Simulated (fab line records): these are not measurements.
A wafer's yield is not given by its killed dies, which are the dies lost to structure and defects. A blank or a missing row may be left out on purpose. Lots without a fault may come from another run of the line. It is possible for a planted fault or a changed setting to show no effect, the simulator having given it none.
A struck lot beside a sound one    flow sky130    15 out of 708 route steps
Sound: wafers L551.1, L551.2, L551.6. Struck: wafer L561.6 (left out: L561.1, L561.4 of the same lot, which were not struck); the cause appears at the end.
Each step with rows lists, per side, the tool, then ch with its chambers, then its first start. Under that, the readings that differ: sound wafers    struck wafers    difference of the means    sigmas: that difference in standard deviations of wafers without a fault.
alike: words and numbers the same on both sides, and readings whose means are apart by under 2 such deviations; not compared: readings that were withheld, readings missing a value for some wafer, numbers with overlapping values and no deviation given by the record, and bounds like >300 which may hide the same value.
Wherever a step has rows on one side only, a row that says differs or no value, or a row with sigmas, the two part there. Non-overlapping numbers with no deviation appear without sigmas and do not part them. A reading that every wafer of one side lacks parts them only if that side has two wafers or more.

first, 8 steps without rows for these wafers: SKY_FIELD_ISO_DEHYDRATE_05 (time 60 s); SKY_FIELD_ISO_HMDS_06 (prime time 60 s); SKY_FIELD_ISO_COAT_07 (resist thk 60 nm); SKY_FIELD_ISO_COAT_08 (resist thk 450 nm); SKY_FIELD_ISO_SOFTBAKE_09 (time 90 s); SKY_FIELD_ISO_EXPOSE_10 (exposes mask FOM, target cd 150 nm); SKY_FIELD_ISO_PEB_11; SKY_FIELD_ISO_DEVELOP_12 (develop time 60 s).
SKY_FIELD_ISO_CD_MEAS_13: the cd target is 150 nm.
  sound on cd sem-01, day 3 11:31; struck on cd sem-02, day 5 16:22
  alike: cd nm
SKY_FIELD_ISO_ETCH_14: etches BARC in N2/H2, stops on SiO2, time 45.9 s, target depth 60 nm.
  sound on rie diel-01 ch 2,3, day 3 11:38; struck on rie diel-01 ch 0, day 5 16:29
reading                sound              struck  difference  sigmas
oes product au (a.u.)  0.847 0.846 0.849  0.864   +0.017      +4
  alike: chamber pressure mTorr, drypump motor current A, run length s, throttle valve pct
  not compared: rf hours counter h
SKY_FIELD_ISO_ETCH_15: etches the open film in CHF3/O2, stops on Si, target depth 180 nm, time 72 s.
  sound on rie diel-01 ch 2,3, day 3 11:41; struck on rie diel-01 ch 0, day 5 16:32
  alike: O2_flow_sccm, chamber pressure mTorr, drypump motor current A, oes product au, run length s, throttle valve pct
  not compared: rf hours counter h
SKY_FIELD_ISO_STRIP_16: strips in O2/N2.
  sound on plasma asher-04 ch 0,1, day 3 11:44; struck on plasma asher-03 ch 1, day 5 16:35
reading                sound              struck  difference  sigmas
oes product au (a.u.)  0.379 0.379 0.378  0.366   -0.013      -3
  alike: chamber pressure mTorr, drypump motor current A, strip time to endpoint s
  not compared: rf hours counter h
SKY_FIELD_ISO_ETCH_17: etches Si in HBr/Cl2/O2, target depth 342 nm, time 97.7 s.
  sound on rie si-02 ch 2,3, day 3 11:50; struck on rie si-01 ch 0, day 5 16:41
reading                                sound              struck  difference  sigmas
run length s (s)                       126.1 125.4 125.4  129.9   +4.3        +11
model.FIELD_ISO.feature depth nm (nm)  337.2 339.1 342.3  353.4   +13.9       
model.etch.depth nm (nm)               337.2 339.1 342.3  353.4   +13.9       
  alike: O2_flow_sccm, chamber pressure mTorr, drypump motor current A, oes product au, throttle valve pct
  not compared: rf hours counter h
then, 1 step without rows for these wafers: SKY_FIELD_ISO_WET_ETCH_18 (etches Si3N4 in H3PO4, target depth 25 nm, time 286 s).
-- the record jumps here: 44 days lie between the struck wafers' starts before and after (it left off in module FIELD_ISO and takes up again in module PAD_OPEN, whose first step shown is number 708 of the route) --
SKY_PAD_OPEN_PROBE_99:
  sound on prober-01, day 47 13:24; struck on prober-01, day 49 11:13
reading                                sound                          struck     difference  sigmas
killed at front end                    7 5 9                          18         +11         +2
model.etest.pfet_16v.r on ohm um       1.488e+04 1.502e+04 1.523e+04  1.565e+04  +6.067e+02  
model.etest.res iso pwell.rs ohm sq    3148 3236 3314                 3406       +173        
model.etest.res iso pwell.line ohm um  1202 1236 1249                 1316       +87         
model.etest.cap poly to well.c af um2  93.93 92.62 91.52              88.69      -4.00       
model.etest.field p.vt v (V)           -39.99 -40.54 -40.99           -45.68     -5.17       
model.etest.field n.vt v (V)           35.64 35.78 35.85              36.61      +0.85       
  alike: killed_at_M0_to_M3, killed_at_M4_up, killed at contacts, killed at other, killed dies, killed open, killed short

## WHERE THEY PART
Last at SKY_PAD_OPEN_PROBE_99 as far as this record goes, first at SKY_FIELD_ISO_ETCH_14.

WHY: what the simulator had put in
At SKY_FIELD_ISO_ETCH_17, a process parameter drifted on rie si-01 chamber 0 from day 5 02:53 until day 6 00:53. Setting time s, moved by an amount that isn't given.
